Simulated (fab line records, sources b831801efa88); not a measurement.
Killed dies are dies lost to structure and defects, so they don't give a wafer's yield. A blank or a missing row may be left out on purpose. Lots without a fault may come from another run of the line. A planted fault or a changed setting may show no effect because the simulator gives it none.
Problem report in the 8D (eight disciplines) form, filled by code | flow sfq_line | the parts of the form that need people (team, actions taken, sign-off) are left out

1. THE PROBLEM
oes_product_au at SFQ_TRILAYER_I1_VIA_BARC_OPEN_VIA_ETCH_071 reads a mean of 0.748 a.u. on 4 wafers of 3 lots; wafers without a fault read 0.685 a.u. with a standard deviation of 0.0047. That is +14 standard deviations from the usual mean.
The step: etches BARC in O2, target depth 125 nm, time 41.7 s.
First seen on wafer L837.5, day 26 05:45, on rie_diel-04. The record holds 44 wafers of 15 lots with a number at this step. Rule for "out", or "out of limits": more than 4 standard deviations from the usual mean. The other wafers with a number count as sound.

2. WHAT IT IS AND WHAT IT IS NOT
question                    | is                             | is not
which readings at this step | oes_product_au, run_length_s   | drypump_motor_current_A
which lots                  | L837, L839, L841               | L822, L823, L824, L825, L826, L827, L829, L830, L831, L832, L834, L842
which wafers of those lots  | L837.5, L839.3, L839.5, L841.3 | L837.1, L837.6, L839.2, L841.2
read on which tools         | rie_diel-04                    | rie_diel-01, rie_diel-03
when                        | from day 26 05:45              | up to then (35 sound wafers); but 5 sound wafers of L839, L841, L842 came after

3. SUSPECTS, AND WHAT RULES EACH OUT
Counting: a tool at a process step up to the reading stays a suspect if it ran every lot that is out. Sound lots after the first of them don't rule it out here, since some wafers of a struck lot are sound.
- rie_diel-04 at SFQ_TRILAYER_I1_VIA_BARC_OPEN_VIA_ETCH_071 (etches BARC in O2, target depth 125 nm, time 41.7 s): kept. It ran every lot that is out, first L837 (day 26 05:45); its last sound lot up to then is L831 (day 25 16:33). Its own readings are out on those wafers: oes_product_au, run_length_s.
Left after counting: rie_diel-04 at SFQ_TRILAYER_I1_VIA_BARC_OPEN_VIA_ETCH_071.

4. THE CAUSE (what the simulator had put in)
Process parameter drift: rie_diel-04, from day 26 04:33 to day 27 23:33, at SFQ_TRILAYER_I1_VIA_BARC_OPEN_VIA_ETCH_071. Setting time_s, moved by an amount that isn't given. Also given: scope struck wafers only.
Counting left only this tool.

5. THE CHAIN OF EFFECTS, in route order
Each row: a reading whose mean over the struck wafers that have a number lies more than 3 standard deviations from the usual. Only readings for which the record gives a usual standard deviation are gone through. hours: the time from each lot's start at the first step in this table that gives one to its start at this step, as a median over the lots. sigmas: the change in usual standard deviations.
hours | step                                       | reading        | usual      | on struck wafers | change | sigmas
0     | SFQ_TRILAYER_I1_VIA_BARC_OPEN_VIA_ETCH_071 | oes_product_au | 0.685 a.u. | 0.748            | +0.063 | +14
0     | SFQ_TRILAYER_I1_VIA_BARC_OPEN_VIA_ETCH_071 | run_length_s   | 70.3 s     | 65.8             | -4.5   | -10
The process steps in it:
- SFQ_TRILAYER_I1_VIA_BARC_OPEN_VIA_ETCH_071: etches BARC in O2, target depth 125 nm, time 41.7 s.
Later measuring or inspecting steps at which every struck wafer that the step has a row for has a number for every such reading, and none has moved that far: SFQ_M3_OVL_MEAS_921.

6. WHAT WOULD HAVE CAUGHT IT SOONER
In this record the first reading out of limits was taken at day 26 05:45, 1 hour after the fault began at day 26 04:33.
